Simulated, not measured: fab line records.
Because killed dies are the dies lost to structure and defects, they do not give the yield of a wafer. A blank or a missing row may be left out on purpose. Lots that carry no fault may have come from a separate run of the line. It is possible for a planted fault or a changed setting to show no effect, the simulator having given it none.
Problem report, 8D (eight disciplines) form, completed by code :: flow sky130 :: the parts of the form that need people (team, actions taken, sign-off) are left out

== 1. THE PROBLEM ==
Wafers free of any fault read 4053 (standard deviation 30) for POLY_GATE_TW at SKY_RES_PROTECT_TW_MEAS_08, against a mean of 3774 on 6 wafers of 2 lots. That puts it -9.3 standard deviations away from the usual mean.
Earliest sighting: wafer L708.1 on film-metro-01 at day 20 09:29. Wafers with a number at this step in the record: 33, from 11 lots. Rule for "out", or "out of limits": more than 4 standard deviations from the usual mean. All remaining wafers that have a number are taken as sound.

== 2. WHAT IT IS; WHAT IT IS NOT ==
question: which readings at this step
is: POLY_GATE_TW
is not: -

question: which lots
is: L708, L709
is not: L696, L699, L700, L701, L705, L712, L715, L716, L717

question: which wafers of those lots
is: all that have a number
is not: -

question: read on which gauges
is: film-metro-01, film-metro-03
is not: film-metro-02

question: when
is: from day 20 09:29
is not: up to then (15 sound wafers); but 12 sound wafers of L712, L715, L716, L717 came after

== 3. THE SUSPECTS, EACH WITH WHAT RULES IT OUT ==
Counting: a tool stays on the suspect list if, at a process step up to the reading, it processed all lots that are out and no sound lot following the first of them.
- ruled out: the gauge at SKY_RES_PROTECT_TW_MEAS_08. Those wafers that are out were read across 2 gauges (film-metro-01, film-metro-03).
- implanter-01 at SKY_POLY_GATE_IMPLANT_02: ruled out as a lasting fault. The sound lots L715 went through it after L708, its earliest lot that is out (day 20 09:14).
Left after counting: nothing in the record.

== 4. THE CAUSE (what the simulator had put in) ==
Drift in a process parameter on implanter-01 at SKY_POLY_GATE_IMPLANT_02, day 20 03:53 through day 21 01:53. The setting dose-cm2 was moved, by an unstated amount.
It was ruled out by counting, in error; the rule expects a fault to strike all lots run on its tool from its start on, and this fault did not.

== 5. SEQUENCE OF EFFECTS, ordered by route ==
Each row: a reading where the mean over the struck wafers with a number is more than 3 standard deviations away from the usual. Only readings for which the record gives a usual standard deviation are gone through. hours: the time from each lot's start at the first step in this table that gives one to its start at this step, as a median over the lots. sigmas: the change in usual standard deviations.
hours: 0
step: SKY_POLY_GATE_IMPLANT_02
reading: beam-on-s
usual: 37.1 s
on struck wafers: 17.4
change: -19.7
sigmas: -7.9

hours: 0
step: SKY_POLY_GATE_IMPLANT_02
reading: dose-ions-cm2
usual: 7.699e+15
on struck wafers: 3.429e+15
change: -4.270e+15
sigmas: -99 or more

hours: 0
step: SKY_RES_PROTECT_STRIP_07
reading: oes-product-au
usual: 0.517 a.u.
on struck wafers: 0.563
change: +0.046
sigmas: +10

hours: 0
step: SKY_RES_PROTECT_STRIP_07
reading: strip-time-to-endpoint-s
usual: 23.30 s
on struck wafers: 20.10
change: -3.20
sigmas: -78

hours: 0
step: SKY_RES_PROTECT_TW_MEAS_08
reading: POLY_GATE_TW
usual: 4053
on struck wafers: 3774
change: -279
sigmas: -9.3
It contains these process steps:
- SKY_POLY_GATE_IMPLANT_02
- SKY_RES_PROTECT_STRIP_07: strips in O2/N2.

== 6. WHAT WOULD HAVE CAUGHT IT SOONER ==
The first out-of-limits reading at a measuring or inspecting step in this record came at day 20 09:29, 6 hours after the fault's start at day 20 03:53.
At SKY_POLY_GATE_IMPLANT_02, the tool's own readings (beam-on-s, dose-ions-cm2) were out on each struck wafer the step has a row for, so an alarm limit on them would have fired on the first such wafer.
